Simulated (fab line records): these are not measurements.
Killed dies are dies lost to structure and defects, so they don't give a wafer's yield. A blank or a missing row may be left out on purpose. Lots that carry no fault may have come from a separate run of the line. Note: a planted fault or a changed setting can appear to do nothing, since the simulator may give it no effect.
Chamber matching -- flow sky130 -- cmp-01 running SKY_VIA3_CMP_02: 4 sister chambers
The step polishes SiO2. 8 wafers are shown with their chamber, then 11 later ones without.

## WAFERS PAIRED WITH THEIR CHAMBERS
wafer,chamber,motor-current-A (A),slurry-flow-ml-min
L086.3,2,9.1,149.9
L086.4,3,12.7,151.2
L089.2,3,12.7,149.7
L089.4,2,8.5,149.4
L091.2,0,12.2,150.3
L091.5,0,12.7,149.8
L091.6,1,11.4,149.7
L093.3,1,10.9,150.5

## WAFERS WITHOUT THEIR CHAMBER
wafer,motor-current-A (A),slurry-flow-ml-min
L093.4,8.9,150.0
L093.5,9.3,150.5
L095.2,8.9,149.9
L095.3,11.6,149.5
L095.6,12.1,149.4
L096.2,9.1,150.5
L096.4,11.2,150.1
L096.6,12.5,150.0
L097.4,11.7,150.0
L097.5,11.8,150.0
L097.6,9.1,149.9

## THE CHAMBER EACH PASSED THROUGH
wafer,from the rows above,in truth
L093.4,2,2
L093.5,2,2
L095.2,2,2
L095.3,can't be placed: 1 or 0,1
L095.6,can't be placed: 0 or 3 or 1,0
L096.2,2,2
L096.4,1,1
L096.6,can't be placed: 0 or 3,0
L097.4,can't be placed: 1 or 0 or 3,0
L097.5,can't be placed: 0 or 1 or 3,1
L097.6,2,2
Placed correctly: 6 of 11. Unplaceable from these rows: 5, with the true chamber sitting among the candidates in 5. Placed wrongly: 0.
How it was worked out, from the rows above alone: a wafer's distance from a chamber is the root of the sum, over the readings, of the square of ((its reading less the chamber's mean) divided by the reading's scatter). If the next closest chamber is less than 2 further off than the closest, the wafer can't be placed; otherwise it belongs to the closest. A chamber's mean is the mean of its shown wafers. The scatter: the root of (the sum of the squares of (reading less its chamber's mean) over the shown wafers, divided by (wafers less chambers)).
